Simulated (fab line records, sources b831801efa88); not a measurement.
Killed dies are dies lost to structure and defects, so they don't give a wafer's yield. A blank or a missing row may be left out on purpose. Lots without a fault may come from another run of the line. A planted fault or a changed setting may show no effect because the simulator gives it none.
Which tool did it? | flow sky130 | 24 lots, 72 wafers sampled, at 6 steps of a route of 708

WHAT THE GAUGES READ, wafer by wafer
SKY_CONTACT_THK_MEAS_26: measures by xrf.
lot  | measured     | on            | CONTACT_W_THK (nm)
L074 | day 32 11:29 | film_metro-03 | 351 352 348
L075 | day 32 22:01 | film_metro-03 | 349 347 347
L076 | day 33 01:11 | film_metro-02 | 341 345 343
L077 | day 33 14:44 | film_metro-02 | 346 343 345
L078 | day 33 23:41 | film_metro-04 | 354 350 352
L079 | day 33 23:52 | film_metro-02 | 343 333 342
L080 | day 34 07:04 | film_metro-02 | 347 341 351
L081 | day 34 22:55 | film_metro-04 | 349 345 354
L082 | day 35 04:28 | film_metro-04 | 360 352 353
L083 | day 35 13:26 | film_metro-03 | 341 351 341
L084 | day 35 17:53 | film_metro-04 | 360 362 362
L085 | day 36 03:58 | film_metro-02 | 347 334 337
L086 | day 36 04:59 | film_metro-03 | 348 350 348
L087 | day 36 14:13 | film_metro-02 | 348 334 345
L088 | day 37 01:48 | film_metro-02 | 351 346 341
L089 | day 37 07:41 | film_metro-03 | 339 352 351
L090 | day 37 21:57 | film_metro-03 | 352 354 348
L091 | day 38 01:56 | film_metro-03 | 341 346 346
L092 | day 38 03:33 | film_metro-04 | 346 359 355
L093 | day 38 09:00 | film_metro-02 | 341 345 341
L094 | day 38 18:31 | film_metro-03 | 345 356 352
L095 | day 39 04:55 | film_metro-02 | 337 345 350
L096 | day 39 05:36 | film_metro-04 | 357 356 349
L097 | day 39 09:02 | film_metro-04 | 351 350 360

SKY_METAL1_OVL_MEAS_16.
lot  | measured     | on         | METAL1_OVL (nm)
L074 | day 33 14:58 | overlay-01 | -2 -2 4
L075 | day 34 01:56 | overlay-02 | 0 8 -1
L076 | day 34 05:29 | overlay-02 | 4 5 2
L077 | day 34 18:52 | overlay-02 | 1 -3 2
L078 | day 35 03:35 | overlay-01 | 7 8 4
L079 | day 35 03:48 | overlay-02 | -4 7 4
L080 | day 35 10:29 | overlay-02 | 15 15 8
L081 | day 36 02:48 | overlay-02 | -3 1 2
L082 | day 36 08:20 | overlay-01 | 6 19 18
L083 | day 36 17:08 | overlay-02 | -2 12 -2
L084 | day 36 21:37 | overlay-02 | -2 4 -8
L085 | day 37 07:29 | overlay-02 | 9 5 7
L086 | day 37 08:40 | overlay-02 | 3 6 6
L087 | day 37 17:44 | overlay-02 | -13 -4 -2
L088 | day 38 04:44 | overlay-02 | -1 -6 2
L089 | day 38 10:52 | overlay-01 | 8 3 9
L090 | day 39 01:05 | overlay-02 | -9 -8 1
L091 | day 39 04:55 | overlay-01 | -4 11 1
L092 | day 39 06:14 | overlay-02 | 0 8 -1
L093 | day 39 11:59 | overlay-02 | 3 10 2
L094 | day 39 21:11 | overlay-01 | 2 7 6
L095 | day 40 06:07 | overlay-01 | 6 6 7
L096 | day 40 07:39 | overlay-02 | -7 -12 5
L097 | day 40 11:08 | overlay-02 | -5 10 -10

SKY_VIA1_RS_MEAS_22: measures by four-point-probe.
lot  | measured     | on            | VIA1_W_RS (ohm/sq)
L074 | day 34 20:55 | film_metro-03 | 0.426 0.431 0.434
L075 | day 35 07:24 | film_metro-01 | 0.435 0.443 0.436
L076 | day 35 10:52 | film_metro-01 | 0.439 0.442 0.443
L077 | day 36 00:13 | film_metro-01 | 0.435 0.431 0.438
L078 | day 36 08:26 | film_metro-03 | 0.445 0.435 0.442
L079 | day 36 09:24 | film_metro-04 | 0.444 0.437 0.429
L080 | day 36 15:57 | film_metro-04 | 0.444 0.431 0.437
L081 | day 37 07:39 | film_metro-01 | 0.428 0.450 0.440
L082 | day 37 12:47 | film_metro-03 | 0.426 0.434 0.425
L083 | day 37 22:02 | film_metro-04 | 0.439 0.447 0.431
L084 | day 38 03:07 | film_metro-03 | 0.436 0.432 0.442
L085 | day 38 12:32 | film_metro-03 | 0.434 0.427 0.436
L086 | day 38 14:10 | film_metro-03 | 0.430 0.438 0.431
L087 | day 38 21:26 | film_metro-03 | 0.436 0.434 0.427
L088 | day 39 10:20 | film_metro-04 | 0.438 0.428 0.436
L089 | day 39 15:44 | film_metro-01 | 0.425 0.437 0.429
L090 | day 40 05:46 | film_metro-01 | 0.431 0.433 0.443
L091 | day 40 09:14 | film_metro-01 | 0.433 0.445 0.431
L092 | day 40 09:36 | film_metro-04 | 0.443 0.432 0.429
L093 | day 40 15:28 | film_metro-01 | 0.428 0.426 0.431
L094 | day 41 00:10 | film_metro-04 | 0.435 0.438 0.443
L095 | day 41 08:58 | film_metro-04 | 0.434 0.437 0.436
L096 | day 41 10:41 | film_metro-03 | 0.444 0.440 0.434
L097 | day 41 13:51 | film_metro-01 | 0.431 0.436 0.431

SKY_VIA4_OVL_MEAS_11.
lot  | measured     | on         | VIA4_OVL (nm)
L074 | day 43 21:10 | overlay-02 | 0.1 -1.3 -0.4
L075 | day 44 05:51 | overlay-02 | 2.9 2.0 4.2
L076 | day 44 03:37 | overlay-02 | -0.1 -1.2 -0.6
L077 | day 44 18:34 | overlay-01 | -1.4 -1.7 0.6
L078 | day 45 01:07 | overlay-02 | 0.5 1.8 1.9
L079 | day 45 02:28 | overlay-01 | -0.4 -0.3 0.5
L080 | day 45 06:50 | overlay-01 | -1.0 -1.1 0.1
L081 | day 45 20:31 | overlay-01 | 0.4 -0.4 -1.7
L082 | day 46 01:19 | overlay-01 | -0.6 2.2 1.0
L083 | day 46 07:15 | overlay-02 | 0.3 -0.6 -2.7
L084 | day 46 13:16 | overlay-02 | -1.5 0.8 0.2
L085 | day 46 19:03 | overlay-01 | 0.5 -0.2 -0.8
L086 | day 46 19:40 | overlay-01 | -0.7 0.7 -1.7
L087 | day 47 04:37 | overlay-02 | -0.9 0.3 0.8
L088 | day 47 13:10 | overlay-02 | -1.0 -0.4 -0.9
L089 | day 47 18:16 | overlay-02 | -1.0 0.1 0.0
L090 | day 48 04:22 | overlay-01 | -1.4 -0.7 -0.6
L091 | day 48 09:36 | overlay-02 | -0.9 -2.3 -0.8
L092 | day 48 10:19 | overlay-01 | -1.3 -0.3 1.3
L093 | day 48 13:48 | overlay-02 | -0.6 -1.4 -2.1
L094 | day 48 19:43 | overlay-02 | -2.4 -0.8 -2.3
L095 | day 49 03:01 | overlay-02 | -2.5 -1.2 -1.2
L096 | day 49 04:23 | overlay-01 | -2.6 -1.0 -1.4
L097 | day 49 07:15 | overlay-02 | -2.8 -0.4 1.7

WHICH TOOL RAN EACH LOT (tool, then ch and the chambers of the sampled wafers, then the start)
lot  | SKY_METAL3_ETCH_17                 | SKY_VIA4_CMP_02
L074 | rie_diel-02 ch 1,3, day 39 13:24   | cmp-02 ch 0,3, day 42 21:09
L075 | rie_diel-02 ch 0,1,3, day 39 23:59 | cmp-01 ch 1,2,3, day 43 06:35
L076 | rie_diel-03 ch 0,1,3, day 39 23:20 | cmp-01 ch 0,1,2, day 43 05:16
L077 | rie_diel-03 ch 1,2, day 40 13:14   | cmp-01 ch 0,1,2, day 43 19:20
L078 | rie_diel-03 ch 1,2, day 40 19:54   | cmp-01 ch 0,2,3, day 44 02:01
L079 | rie_diel-04 ch 0,1, day 40 23:05   | cmp-01 ch 1,2, day 44 03:40
L080 | rie_diel-03 ch 0,2,3, day 41 03:14 | cmp-02 ch 0,2,3, day 44 08:54
L081 | rie_diel-02 ch 0,2, day 41 18:05   | cmp-02 ch 1,2, day 44 21:34
L082 | rie_diel-03 ch 0,1,3, day 41 23:08 | cmp-01 ch 0,2,3, day 45 02:54
L083 | rie_diel-03 ch 1,2, day 42 05:33   | cmp-02 ch 1,2,3, day 45 08:52
L084 | rie_diel-04 ch 0,1, day 42 13:12   | cmp-02 ch 1,2,3, day 45 15:33
L085 | rie_diel-03 ch 0,1,2, day 42 20:07 | cmp-01 ch 0,1,2, day 45 21:20
L086 | rie_diel-02 ch 1,2, day 42 20:48   | cmp-02 ch 2,3, day 45 22:01
L087 | rie_diel-04 ch 0,1, day 43 05:53   | cmp-02 ch 0,3, day 46 08:23
L088 | rie_diel-03 ch 1,2,3, day 43 16:32 | cmp-02 ch 0,1,3, day 46 16:49
L089 | rie_diel-03 ch 1,3, day 43 21:47   | cmp-01 ch 0,1, day 46 21:30
L090 | rie_diel-03 ch 1,2, day 44 08:53   | cmp-02 ch 0,2, day 47 07:53
L091 | rie_diel-02 ch 1,2, day 44 14:23   | cmp-01 ch 0,2,3, day 47 13:35
L092 | rie_diel-04 ch 0,1,2, day 44 14:57 | cmp-02 ch 2,3, day 47 13:59
L093 | rie_diel-02 ch 0,1,2, day 44 19:17 | cmp-01 ch 0,2, day 47 17:53
L094 | rie_diel-03 ch 0,1,2, day 45 02:27 | cmp-01 ch 0,1,2, day 48 00:20
L095 | rie_diel-02 ch 0,2,3, day 45 11:05 | cmp-01 ch 0,1,3, day 48 07:30
L096 | rie_diel-04 ch 1,2,3, day 45 12:38 | cmp-01 ch 0,1, day 48 08:25
L097 | rie_diel-02 ch 0,1,2, day 45 16:38 | cmp-01 ch 1,2,3, day 48 12:10
- SKY_METAL3_ETCH_17: etches SiO2 in C4F8/O2/Ar, stops on TiN, time 3.9 s, target depth 15 nm.
- SKY_VIA4_CMP_02: polishes SiO2.

WHAT THE TOOLS THEMSELVES READ (means of the sampled wafers that have a number; where no wafer has one, the mark that the record gives instead)
SKY_METAL3_ETCH_17.
lot  | tool        | oes_product_au (a.u.)
L074 | rie_diel-02 | 0.757
L075 | rie_diel-02 | 0.749
L076 | rie_diel-03 | 0.752
L077 | rie_diel-03 | 0.753
L078 | rie_diel-03 | 0.759
L079 | rie_diel-04 | 0.754
L080 | rie_diel-03 | 0.756
L081 | rie_diel-02 | 0.750
L082 | rie_diel-03 | 0.740
L083 | rie_diel-03 | 0.741
L084 | rie_diel-04 | 0.749
L085 | rie_diel-03 | 0.751
L086 | rie_diel-02 | 0.753
L087 | rie_diel-04 | 0.749
L088 | rie_diel-03 | 0.753
L089 | rie_diel-03 | 0.758
L090 | rie_diel-03 | 0.745
L091 | rie_diel-02 | 0.742
L092 | rie_diel-04 | 0.746
L093 | rie_diel-02 | 0.757
L094 | rie_diel-03 | 0.757
L095 | rie_diel-02 | 0.752
L096 | rie_diel-04 | 0.748
L097 | rie_diel-02 | 0.742

SKY_VIA4_CMP_02.
lot  | tool   | motor_current_A (A)
L074 | cmp-02 | 10.8
L075 | cmp-01 | 12.8
L076 | cmp-01 | 12.1
L077 | cmp-01 | 12.5
L078 | cmp-01 | 12.3
L079 | cmp-01 | 12.4
L080 | cmp-02 | 12.1
L081 | cmp-02 | 12.2
L082 | cmp-01 | 12.4
L083 | cmp-02 | 13.3
L084 | cmp-02 | 13.3
L085 | cmp-01 | 12.1
L086 | cmp-02 | 13.9
L087 | cmp-02 | 10.7
L088 | cmp-02 | 12.1
L089 | cmp-01 | 11.9
L090 | cmp-02 | 10.9
L091 | cmp-01 | 12.2
L092 | cmp-02 | 14.1
L093 | cmp-01 | 12.1
L094 | cmp-01 | 12.3
L095 | cmp-01 | 12.0
L096 | cmp-01 | 12.4
L097 | cmp-01 | 12.9

THE ANSWER, worked out from the rows above alone
Rule: what is usual is taken from the lots themselves. Put in order of their means at a reading, lots are off if they are a third of the lots or fewer, leave a main group of 4 or more, and stand apart from it by a gap of 3 or more times the standard deviation of the main group's means; of several such gaps the widest counts. A main group whose means are all the same, to the digits that the tables above print for the reading, isn't used. A lot without any number at a reading at which 4 lots or more have one is off too. The other lots that the step has rows for count as sound. The gauges are gone through in route order, then the tools' own readings, and for those a lot's mean is taken as printed above. The first step at which some lot is off is used, and at that step the reading that is off furthest; a lot without a number counts as furthest.
No lot is off at any reading shown: from this, nothing can be told.

WHAT THE SIMULATOR HAD PUT IN
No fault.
